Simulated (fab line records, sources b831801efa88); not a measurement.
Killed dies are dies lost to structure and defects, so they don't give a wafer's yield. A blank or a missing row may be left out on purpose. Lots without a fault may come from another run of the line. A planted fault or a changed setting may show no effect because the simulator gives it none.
fab line records | flow gf180mcu
record lots=5 wafers=15 last_day=34
route steps=602 shown HV_LDD@199
lots that met no fault: from a run of the same line without faults
start_h: hours from the record's first day to the start of the lot's first wafer shown | wait_h: hours since the lot's step before | " the same as in the row above | L1.1+2: a row that stands for several wafers | - no value, or no start given | * or withheld: withheld | < > ~ a bound
route shown NAME@n: a module of which the file shows steps, and the number in the route of the first | usual: mean/standard deviation of fault-free wafers | same: alike in all rows | chamber/n: place in a boat | sites: the reading at each site | _std_site: their standard deviation | _edge_site: outer sites' mean less inner sites' | radius_mm: how far each site lies from the wafer's centre | mask NAME#n: copy n | behind: the tool/chamber that last shaped the wafer | hold: why the lot was held/for how many hours/how that ended | device: the transistor (n, p or np) that didn't switch | end of line: the same wafers' tests at the end of the route | a step without rows: its recipe alone | killed: dies lost to structure and defects at the first sort, not the wafer's yield | map: a wafer's dies, x killed, . not, _ none there
set.NAME: the setting as run; set.NAME@STEP: as run at that earlier step | model.NAME: the simulator's own value behind a step, which no gauge read
lots at some steps of the route; a table a step, a row a wafer
services: from which hour (start_h, from the record's first day; less than 0 if before it) a tool's chamber was out of use, for how many hours, and why
## steps
# step GF_HV_LDD_TW_MEAS_23
# usual HV_LDD_2_TW=1045/11
# columns lot.wafer tool chamber start_h wait_h HV_LDD_2_TW
L074.2 film_metro-03 - 229.51 0.1 1022
L074.3 " - " " 1025
L074.5 " - " " 1030
L085.2 film_metro-03 - 336.71 0.1 1035
L085.3 " - " " 1033
L085.5 " - " " 1035
L089.1 film_metro-03 - 358.33 0.1 1034
L089.5 " - " " 1035
L089.6 " - " " 1037
L095.1 film_metro-03 - 393.03 0.1 1035
L095.4 " - " " 1041
L095.6 " - " " 1033
L096.2 film_metro-04 - 400.44 0.1 1050
L096.5 " - " " 1048
L096.6 " - " " 1047
# step GF_HV_LDD_DEHYDRATE_24
# recipe temp_c=200 time_s=60
# usual plate_temp_C=199.99/0.18
# columns lot.wafer tool chamber start_h wait_h plate_temp_C
L074.2 litho_track-04 0 237.95 8.4 200.07
L074.3 " 0 " " 199.94
L074.5 " 0 " " 200.18
L085.2 litho_track-04 0 346.85 10.1 199.78
L085.3 " 0 " " 199.90
L085.5 " 0 " " 199.91
L089.1 litho_track-01 0 368.49 10.2 200.01
L089.5 " 0 " " 200.07
L089.6 " 0 " " 199.85
L095.1 litho_track-02 0 403.89 10.9 199.80
L095.4 " 0 " " 199.51
L095.6 " 0 " " 199.54
L096.2 litho_track-02 0 411.02 10.6 199.78
L096.5 " 0 " " 199.76
L096.6 " 0 " " 199.72
# step GF_HV_LDD_HMDS_25
# recipe prime_time_s=60 prime_temp_c=120
# columns lot.wafer tool chamber start_h wait_h
L074.2+3+5 litho_track-04 0 238.10 0.1
L085.2+3+5 litho_track-04 0 347.00 0.1
L089.1+5+6 litho_track-01 0 368.64 0.1
L095.1+4+6 litho_track-02 0 404.04 0.1
L096.2+5+6 litho_track-02 0 411.17 0.1
# step GF_HV_LDD_COAT_26
# recipe resist=NOVOLAK spin_rpm=3000 resist_thk_nm=1000
# columns lot.wafer tool chamber start_h wait_h
L074.2+3+5 litho_track-04 0 238.25 0.1
L085.2+3+5 litho_track-04 0 347.15 0.1
L089.1+5+6 litho_track-01 0 368.79 0.1
L095.1+4+6 litho_track-02 0 404.19 0.1
L096.2+5+6 litho_track-02 0 411.32 0.1
# step GF_HV_LDD_SOFTBAKE_27
# recipe temp_c=90 time_s=60 resist=NOVOLAK
# usual plate_temp_C=90.00/0.13
# columns lot.wafer tool chamber start_h wait_h plate_temp_C
L074.2 litho_track-04 0 238.40 0.1 90.02
L074.3 " 0 " " 90.03
L074.5 " 0 " " 90.09
L085.2 litho_track-04 0 347.30 0.1 90.05
L085.3 " 0 " " 89.97
L085.5 " 0 " " 90.12
L089.1 litho_track-01 0 368.94 0.1 90.02
L089.5 " 0 " " 89.85
L089.6 " 0 " " 89.97
L095.1 litho_track-02 0 404.34 0.1 90.04
L095.4 " 0 " " 89.96
L095.6 " 0 " " 89.90
L096.2 litho_track-02 0 411.47 0.1 89.95
L096.5 " 0 " " 90.25
L096.6 " 0 " " 90.19
# step GF_HV_LDD_EXPOSE_28
# recipe mask_id=Nplus_HV_AREA target_cd_nm=400 na=0.6 source_shape=conventional sigma_outer=0.6 dose_mj=140
# same sigma_outer=0.6
# columns lot.wafer tool chamber start_h wait_h mask
L074.2+3+5 iline_stepper-01 0 - - Nplus_HV_AREA#0
L085.2+3+5 iline_stepper-01 0 - - Nplus_HV_AREA#0
L089.1+5+6 iline_stepper-02 0 - - Nplus_HV_AREA#0
L095.1+4+6 iline_stepper-01 0 - - Nplus_HV_AREA#0
L096.2+5+6 iline_stepper-02 0 - - Nplus_HV_AREA#0
# step GF_HV_LDD_PEB_29
# recipe temp_c=withheld time_s=* resist=NOVOLAK
# columns lot.wafer tool chamber start_h wait_h
L074.2+3+5 litho_track-02 0 - -
L085.2+3+5 litho_track-01 0 - -
L089.1+5+6 litho_track-01 0 - -
L095.1+4+6 litho_track-04 0 - -
L096.2+5+6 litho_track-04 0 - -
# step GF_HV_LDD_DEVELOP_30
# recipe develop_time_s=60 dev_temp_c=23
# columns lot.wafer tool chamber start_h wait_h
L074.2+3+5 litho_track-02 0 247.77 0.1
L085.2+3+5 litho_track-01 0 358.02 0.1
L089.1+5+6 litho_track-01 0 379.24 0.1
L095.1+4+6 litho_track-04 0 415.62 0.1
L096.2+5+6 litho_track-04 0 423.60 0.1
# step GF_HV_LDD_CD_MEAS_31
# recipe target_cd_nm=400
# usual cd_nm=400.2/2.8
# columns lot.wafer tool chamber start_h wait_h cd_nm
L074.2 cd_sem-01 - 247.92 0.1 402.3
L074.3 " - " " 401.7
L074.5 " - " " 400.8
L085.2 cd_sem-02 - 358.16 0.1 404.9
L085.3 " - " " 403.8
L085.5 " - " " 403.9
L089.1 cd_sem-01 - 379.39 0.1 404.3
L089.5 " - " " 404.2
L089.6 " - " " 401.9
L095.1 cd_sem-02 - 415.77 0.1 399.0
L095.4 " - " " 397.9
L095.6 " - " " 399.7
L096.2 cd_sem-02 - 423.74 0.1 399.2
L096.5 " - " " 399.4
L096.6 " - " " 398.9
# step GF_HV_LDD_OVL_MEAS_32
# usual HV_LDD_02_OVL=0.4/1.3
# columns lot.wafer tool chamber start_h wait_h HV_LDD_02_OVL[nm]
L074.2 overlay-02 - 248.02 0.1 2.1
L074.3 " - " " 0.9
L074.5 " - " " 3.5
L085.2 overlay-01 - 358.27 0.1 0.9
L085.3 " - " " -0.3
L085.5 " - " " 0.3
L089.1 overlay-01 - 379.51 0.1 -0.9
L089.5 " - " " -0.8
L089.6 " - " " -0.3
L095.1 overlay-01 - 415.89 0.1 1.2
L095.4 " - " " 1.5
L095.6 " - " " 2.4
L096.2 overlay-02 - 423.85 0.1 0.4
L096.5 " - " " 4.4
L096.6 " - " " 0.6
# step GF_HV_LDD_IMPLANT_33
# recipe species=P energy_kev=60 dose_cm2=7.5e+12 tilt_deg=30 rotation_deg=0
# usual faraday_current_uA=42.4/0.84
# columns lot.wafer tool chamber start_h wait_h faraday_current_uA
L074.2 implanter-03 0 248.08 0.0 42.9
L074.3 " 0 " " 43.1
L074.5 " 0 " " 41.3
L085.2 implanter-02 0 358.33 0.0 42.1
L085.3 " 0 " " 43.0
L085.5 " 0 " " 41.4
L089.1 implanter-02 0 379.55 0.0 42.2
L089.5 " 0 " " 41.7
L089.6 " 0 " " 42.7
L095.1 implanter-03 0 415.93 0.0 44.8
L095.4 " 0 " " 42.3
L095.6 " 0 " " 41.8
L096.2 implanter-01 0 423.91 0.0 40.9
L096.5 " 0 " " 43.2
L096.6 " 0 " " 42.3
# step GF_HV_LDD_IMPLANT_34
# recipe species=P energy_kev=60 dose_cm2=7.5e+12 tilt_deg=30 rotation_deg=90
# usual faraday_current_uA=42.3/0.81
# columns lot.wafer tool chamber start_h wait_h faraday_current_uA
L074.2 implanter-03 0 248.23 0.1 41.9
L074.3 " 0 " " 43.1
L074.5 " 0 " " 41.9
L085.2 implanter-02 0 358.48 0.1 41.7
L085.3 " 0 " " 42.9
L085.5 " 0 " " 43.9
L089.1 implanter-02 0 379.70 0.1 42.2
L089.5 " 0 " " 42.6
L089.6 " 0 " " 42.1
L095.1 implanter-03 0 416.08 0.1 41.8
L095.4 " 0 " " 41.9
L095.6 " 0 " " 42.2
L096.2 implanter-01 0 424.06 0.1 42.3
L096.5 " 0 " " 42.7
L096.6 " 0 " " 41.8
# step GF_HV_LDD_IMPLANT_35
# recipe species=P energy_kev=60 dose_cm2=7.5e+12 tilt_deg=30 rotation_deg=180
# usual faraday_current_uA=42.2/0.75
# columns lot.wafer tool chamber start_h wait_h faraday_current_uA
L074.2 implanter-03 0 248.38 0.1 42.4
L074.3 " 0 " " 42.9
L074.5 " 0 " " 42.3
L085.2 implanter-02 0 358.63 0.1 42.0
L085.3 " 0 " " 42.0
L085.5 " 0 " " 43.2
L089.1 implanter-02 0 379.85 0.1 42.5
L089.5 " 0 " " 44.0
L089.6 " 0 " " 42.7
L095.1 implanter-03 0 416.23 0.1 42.6
L095.4 " 0 " " 44.7
L095.6 " 0 " " 40.9
L096.2 implanter-01 0 424.21 0.1 43.6
L096.5 " 0 " " 41.4
L096.6 " 0 " " 41.0
# step GF_HV_LDD_IMPLANT_36
# recipe species=P energy_kev=60 dose_cm2=7.5e+12 tilt_deg=30 rotation_deg=270
# usual faraday_current_uA=42.3/0.8
# columns lot.wafer tool chamber start_h wait_h faraday_current_uA
L074.2 implanter-03 0 248.53 0.1 40.2
L074.3 " 0 " " 42.2
L074.5 " 0 " " 41.9
L085.2 implanter-02 0 358.78 0.1 40.6
L085.3 " 0 " " 41.8
L085.5 " 0 " " 42.3
L089.1 implanter-02 0 380.00 0.1 41.8
L089.5 " 0 " " 42.1
L089.6 " 0 " " 42.0
L095.1 implanter-03 0 416.38 0.1 43.1
L095.4 " 0 " " 42.7
L095.6 " 0 " " 42.6
L096.2 implanter-01 0 424.36 0.1 41.8
L096.5 " 0 " " 41.3
L096.6 " 0 " " 41.1
# step GF_HV_LDD_STRIP_37
# recipe chemistry=O2/N2 power_w=1400 pressure_mtorr=1500 platen_temp_c=250 o2_flow_sccm=3000 n2_flow_sccm=300 overash_fraction=0.5
# usual chamber_pressure_mTorr=1500.0/1.3 drypump_motor_current_A=6.1/0.49 heater_power_w=343/30 oes_product_au=0.716/0.0044 strip_time_to_endpoint_s=12.63/0.042
# columns lot.wafer tool chamber start_h wait_h chamber_pressure_mTorr drypump_motor_current_A heater_power_w oes_product_au rf_hours_counter_h strip_time_to_endpoint_s
L074.2 plasma_asher-03 0 248.65 0.1 1502.2 5.6 305 0.717 13 12.60
L074.3 " 1 " " 1500.1 6.6 386 0.717 - 12.59
L074.5 " 0 " " 1499.3 5.6 302 0.714 - 12.64
L085.2 plasma_asher-01 1 358.90 0.1 1500.1 6.3 372 0.720 71 12.60
L085.3 " 0 " " 1498.9 6.7 307 0.717 - 12.58
L085.5 " 1 " " 1500.7 6.3 374 0.723 - 12.59
L089.1 plasma_asher-02 1 380.15 0.1 1500.1 6.3 344 0.714 71 12.54
L089.5 " 1 " " 1502.1 6.3 335 0.714 - 12.57
L089.6 " 0 " " 1498.5 5.4 344 0.714 - 12.61
L095.1 plasma_asher-01 0 416.53 0.1 1500.2 6.6 312 0.716 76 12.62
L095.4 " 0 " " 1498.0 6.6 315 0.719 - 12.63
L095.6 " 1 " " 1499.4 6.3 362 0.706 - 12.65
L096.2 plasma_asher-03 1 424.48 0.1 1499.1 6.6 384 0.719 30 12.62
L096.5 " 0 " " 1497.9 5.6 304 0.714 - 12.69
L096.6 " 1 " " 1499.7 6.6 394 0.710 - 12.66
# step GF_HV_LDD_TW_MEAS_38
# usual HV_LDD_3_TW=1427/10
# columns lot.wafer tool chamber start_h wait_h HV_LDD_3_TW
L074.2 film_metro-01 - 248.76 0.1 1434
L074.3 " - " " 1437
L074.5 " - " " 1430
L085.2 film_metro-04 - 359.01 0.1 1433
L085.3 " - " " 1434
L085.5 " - " " 1431
L089.1 film_metro-01 - 380.25 0.1 1440
L089.5 " - " " 1431
L089.6 " - " " 1430
L095.1 film_metro-04 - 416.63 0.1 1427
L095.4 " - " " 1428
L095.6 " - " " 1431
L096.2 film_metro-01 - 424.59 0.1 1439
L096.5 " - " " 1441
L096.6 " - " " 1447
# step GF_HV_LDD_DEHYDRATE_39
# recipe temp_c=200 time_s=60
# usual plate_temp_C=199.99/0.18
# columns lot.wafer tool chamber start_h wait_h plate_temp_C
L074.2 litho_track-01 0 257.92 9.1 200.05
L074.3 " 0 " " 200.14
L074.5 " 0 " " 200.28
L085.2 litho_track-01 0 369.72 10.7 200.28
L085.3 " 0 " " 200.24
L085.5 " 0 " " 200.24
L089.1 litho_track-02 0 390.99 10.7 200.06
L089.5 " 0 " " 199.88
L089.6 " 0 " " 200.12
L095.1 litho_track-01 0 427.94 11.3 199.85
L095.4 " 0 " " 199.90
L095.6 " 0 " " 199.88
L096.2 litho_track-02 0 435.82 11.2 199.62
L096.5 " 0 " " 199.47
L096.6 " 0 " " 199.66
# step GF_HV_LDD_HMDS_40
# recipe prime_time_s=60 prime_temp_c=120
# columns lot.wafer tool chamber start_h wait_h
L074.2+3+5 litho_track-01 0 258.07 0.1
L085.2+3+5 litho_track-01 0 369.87 0.1
L089.1+5+6 litho_track-02 0 391.14 0.1
L095.1+4+6 litho_track-01 0 428.09 0.1
L096.2+5+6 litho_track-02 0 435.97 0.1
# step GF_HV_LDD_COAT_41
# recipe resist=NOVOLAK spin_rpm=3000 resist_thk_nm=984.4
# columns lot.wafer tool chamber start_h wait_h
L074.2+3+5 litho_track-01 0 258.22 0.1
L085.2+3+5 litho_track-01 0 370.02 0.1
L089.1+5+6 litho_track-02 0 391.29 0.1
L095.1+4+6 litho_track-01 0 428.24 0.1
L096.2+5+6 litho_track-02 0 436.12 0.1
# step GF_HV_LDD_SOFTBAKE_42
# recipe temp_c=90 time_s=60 resist=NOVOLAK
# usual plate_temp_C=90.00/0.12
# columns lot.wafer tool chamber start_h wait_h plate_temp_C
L074.2 litho_track-01 0 258.37 0.1 89.93
L074.3 " 0 " " 90.08
L074.5 " 0 " " 89.92
L085.2 litho_track-01 0 370.17 0.1 89.83
L085.3 " 0 " " 89.89
L085.5 " 0 " " 89.94
L089.1 litho_track-02 0 391.44 0.1 90.08
L089.5 " 0 " " 90.02
L089.6 " 0 " " 90.02
L095.1 litho_track-01 0 428.39 0.1 90.02
L095.4 " 0 " " 90.02
L095.6 " 0 " " 89.91
L096.2 litho_track-02 0 436.27 0.1 90.37
L096.5 " 0 " " 90.03
L096.6 " 0 " " 90.01
# step GF_HV_LDD_EXPOSE_43
# recipe mask_id=Pplus_HV_AREA target_cd_nm=400 na=0.6 source_shape=conventional sigma_outer=0.6 dose_mj=140
# same sigma_outer=0.6
# columns lot.wafer tool chamber start_h wait_h mask
L074.2+3+5 iline_stepper-02 0 - - Pplus_HV_AREA#0
L085.2+3+5 iline_stepper-01 0 - - Pplus_HV_AREA#0
L089.1+5+6 iline_stepper-01 0 - - Pplus_HV_AREA#0
L095.1+4+6 iline_stepper-01 0 - - Pplus_HV_AREA#0
L096.2+5+6 iline_stepper-02 0 - - Pplus_HV_AREA#0
# step GF_HV_LDD_PEB_44
# recipe temp_c=withheld time_s=* resist=NOVOLAK
# columns lot.wafer tool chamber start_h wait_h
L074.2+3+5 litho_track-02 0 - -
L085.2+3+5 litho_track-01 0 - -
L089.1+5+6 litho_track-01 0 - -
L095.1+4+6 litho_track-01 0 - -
L096.2+5+6 litho_track-02 0 - -
# step GF_HV_LDD_DEVELOP_45
# recipe develop_time_s=60 dev_temp_c=23
# columns lot.wafer tool chamber start_h wait_h
L074.2+3+5 litho_track-02 0 267.57 0.1
L085.2+3+5 litho_track-01 0 381.37 0.1
L089.1+5+6 litho_track-01 0 402.64 0.1
L095.1+4+6 litho_track-01 0 439.84 0.1
L096.2+5+6 litho_track-02 0 447.77 0.1
# step GF_HV_LDD_CD_MEAS_46
# recipe target_cd_nm=400
# usual cd_nm=402.3/2.8
# columns lot.wafer tool chamber start_h wait_h cd_nm
L074.2 cd_sem-01 - 267.72 0.1 405.9
L074.3 " - " " 404.5
L074.5 " - " " 404.6
L085.2 cd_sem-01 - 381.51 0.1 404.0
L085.3 " - " " 401.9
L085.5 " - " " 403.2
L089.1 cd_sem-01 - 402.79 0.1 400.3
L089.5 " - " " 401.1
L089.6 " - " " 399.7
L095.1 cd_sem-02 - 439.99 0.1 405.3
L095.4 " - " " 404.5
L095.6 " - " " 404.7
L096.2 cd_sem-01 - 447.91 0.1 406.2
L096.5 " - " " 407.3
L096.6 " - " " 406.4
# step GF_HV_LDD_OVL_MEAS_47
# usual HV_LDD_03_OVL=-1.0/1.4
# columns lot.wafer tool chamber start_h wait_h HV_LDD_03_OVL[nm]
L074.2 overlay-02 - 267.82 0.1 -2.4
L074.3 " - " " -2.2
L074.5 " - " " -1.4
L085.2 overlay-02 - 381.62 0.1 -0.3
L085.3 " - " " -0.9
L085.5 " - " " -1.8
L089.1 overlay-02 - 402.91 0.1 0.0
L089.5 " - " " 0.2
L089.6 " - " " 0.8
L095.1 overlay-01 - 440.11 0.1 0.1
L095.4 " - " " 1.4
L095.6 " - " " 1.7
L096.2 overlay-02 - 448.02 0.1 -2.0
L096.5 " - " " -1.5
L096.6 " - " " -2.2
# step GF_HV_LDD_IMPLANT_48
# recipe species=B energy_kev=25 dose_cm2=3e+13 tilt_deg=7
# usual faraday_current_uA=169/3
# columns lot.wafer tool chamber start_h wait_h faraday_current_uA
L074.2 implanter-01 0 267.88 0.0 167
L074.3 " 0 " " 168
L074.5 " 0 " " 173
L085.2 implanter-02 0 381.68 0.0 166
L085.3 " 0 " " 171
L085.5 " 0 " " 167
L089.1 implanter-02 0 402.95 0.0 166
L089.5 " 0 " " 164
L089.6 " 0 " " 168
L095.1 implanter-03 0 440.15 0.0 168
L095.4 " 0 " " 173
L095.6 " 0 " " 169
L096.2 implanter-02 0 448.07 0.0 168
L096.5 " 0 " " 177
L096.6 " 0 " " 166
# step GF_HV_LDD_STRIP_49
# recipe chemistry=O2/N2 power_w=1400 pressure_mtorr=1500 platen_temp_c=250 o2_flow_sccm=3000 n2_flow_sccm=300 overash_fraction=0.5
# usual chamber_pressure_mTorr=1500.0/1.3 drypump_motor_current_A=6.1/0.5 heater_power_w=343/30 oes_product_au=0.716/0.0043 strip_time_to_endpoint_s=12.45/0.034
# columns lot.wafer tool chamber start_h wait_h chamber_pressure_mTorr drypump_motor_current_A heater_power_w oes_product_au rf_hours_counter_h strip_time_to_endpoint_s
L074.2 plasma_asher-03 1 268.00 0.1 1499.4 6.6 386 0.720 15 12.50
L074.3 " 1 " " 1499.3 6.6 384 0.717 - 12.47
L074.5 " 0 " " 1499.4 5.6 300 0.710 - 12.50
L085.2 plasma_asher-03 0 381.80 0.1 1500.8 5.6 313 0.720 28 12.47
L085.3 " 0 " " 1499.8 5.5 300 0.718 - 12.45
L085.5 " 0 " " 1501.5 5.5 301 0.713 - 12.47
L089.1 plasma_asher-03 0 403.10 0.1 1501.3 5.6 296 0.717 28 12.44
L089.5 " 1 " " 1499.6 6.6 384 0.724 - 12.48
L089.6 " 0 " " 1500.6 5.6 302 0.708 - 12.43
L095.1 plasma_asher-02 1 440.30 0.1 1500.8 6.3 349 0.717 79 12.42
L095.4 " 1 " " 1499.7 6.3 345 0.712 - 12.41
L095.6 " 0 " " 1499.2 5.3 346 0.717 - 12.44
L096.2 plasma_asher-01 0 448.20 0.1 1500.4 6.7 322 0.708 2 12.47
L096.5 " 0 " " 1498.1 6.6 321 0.720 - 12.48
L096.6 " 1 " " 1500.4 6.2 372 0.713 - 12.46
# step GF_HV_LDD_TW_MEAS_50
# usual HV_LDD_4_TW=566/5
# columns lot.wafer tool chamber start_h wait_h HV_LDD_4_TW
L074.2 film_metro-01 - 268.11 0.1 568
L074.3 " - " " 569
L074.5 " - " " 568
L085.2 film_metro-01 - 381.91 0.1 573
L085.3 " - " " 570
L085.5 " - " " 571
L089.1 film_metro-03 - 403.20 0.1 561
L089.5 " - " " 559
L089.6 " - " " 560
L095.1 film_metro-01 - 440.40 0.1 573
L095.4 " - " " 571
L095.6 " - " " 569
L096.2 film_metro-03 - 448.31 0.1 559
L096.5 " - " " 558
L096.6 " - " " 558
# step GF_HV_LDD_CLEAN_51
# recipe chemistry=SC1/SC2 mix=1:4:20 temp_c=70 time_s=150 dry=n2_spin
# columns lot.wafer tool chamber start_h wait_h
L074.2+3+5 wet_bench-03 3 268.16 0.0
L085.2+3+5 wet_bench-04 2 381.96 0.0
L089.1+5+6 wet_bench-04 2 403.26 0.1
L095.1+4+6 wet_bench-02 1 440.46 0.1
L096.2+5+6 wet_bench-04 3 448.36 0.0
# step GF_HV_LDD_RTA_52
# recipe temp_c=1000 time_s=10 ambient=N2
# usual lamp_power_pct=35.3/0.35 wafer_temp_C_max=1004.2/1.2
# columns lot.wafer tool chamber start_h wait_h lamp_power_pct wafer_temp_C_max
L074.2 rtp_anneal-01 0 268.23 0.0 35.7 1004.2
L074.3 " 0 " " 35.6 1003.2
L074.5 " 0 " " 35.7 1002.9
L085.2 rtp_anneal-02 0 382.03 0.0 34.9 1003.6
L085.3 " 0 " " 35.0 1005.6
L085.5 " 0 " " 35.0 1003.9
L089.1 rtp_anneal-02 0 403.31 0.0 35.0 1004.8
L089.5 " 0 " " 34.9 1005.1
L089.6 " 0 " " 34.9 1006.0
L095.1 rtp_anneal-02 0 440.51 0.0 35.0 1006.4
L095.4 " 0 " " 35.0 1005.6
L095.6 " 0 " " 35.0 1006.5
L096.2 rtp_anneal-01 0 448.42 0.0 35.7 1002.4
L096.5 " 0 " " 35.6 1002.9
L096.6 " 0 " " 35.7 1004.0
# step GF_HV_LDD_RS_MEAS_53
# recipe thk_meas_gauge=four-point-probe
# usual HV_LDD_RS=418.6/0.88
# columns lot.wafer tool chamber start_h wait_h HV_LDD_RS[ohm/sq]
L074.2 film_metro-04 - 268.30 0.1 419.3
L074.3 " - " " 418.9
L074.5 " - " " 418.0
L085.2 film_metro-04 - 382.10 0.1 419.2
L085.3 " - " " 417.8
L085.5 " - " " 418.0
L089.1 film_metro-01 - 403.38 0.1 418.9
L089.5 " - " " 419.2
L089.6 " - " " 418.6
L095.1 film_metro-03 - 440.58 0.1 418.0
L095.4 " - " " 418.1
L095.6 " - " " 418.6
L096.2 film_metro-04 - 448.50 0.1 417.3
L096.5 " - " " 417.4
L096.6 " - " " 418.3
## services
# columns tool chamber start_h hours kind
plasma_asher-03 - 221.78 14.6 pm
implanter-02 - 235.70 2.2 repair
implanter-03 - 274.18 5.4 pm
implanter-01 - 275.31 2.3 repair
iline_stepper-01 - 286.49 28.9 pm
implanter-01 - 292.39 1.6 repair
implanter-03 - 293.09 3.5 repair
implanter-01 - 312.99 3.8 pm
iline_stepper-02 - 315.38 1.7 pm
implanter-01 - 319.63 0.8 repair
wet_bench-04 - 324.68 0.9 repair
implanter-01 - 327.26 3.7 repair
implanter-01 - 327.54 3.0 repair
iline_stepper-02 - 347.60 0.6 repair
implanter-01 - 353.87 2.3 repair
implanter-01 - 379.96 5.5 repair
plasma_asher-01 - 381.19 9.3 pm
iline_stepper-01 - 383.40 1.7 pm
wet_bench-04 - 386.56 4.4 pm
plasma_asher-03 - 387.52 15.4 repair
implanter-02 - 415.04 1.8 repair
plasma_asher-03 - 419.81 4.1 repair
plasma_asher-01 - 421.33 9.0 pm
implanter-03 - 445.61 3.6 repair
## key
fault none
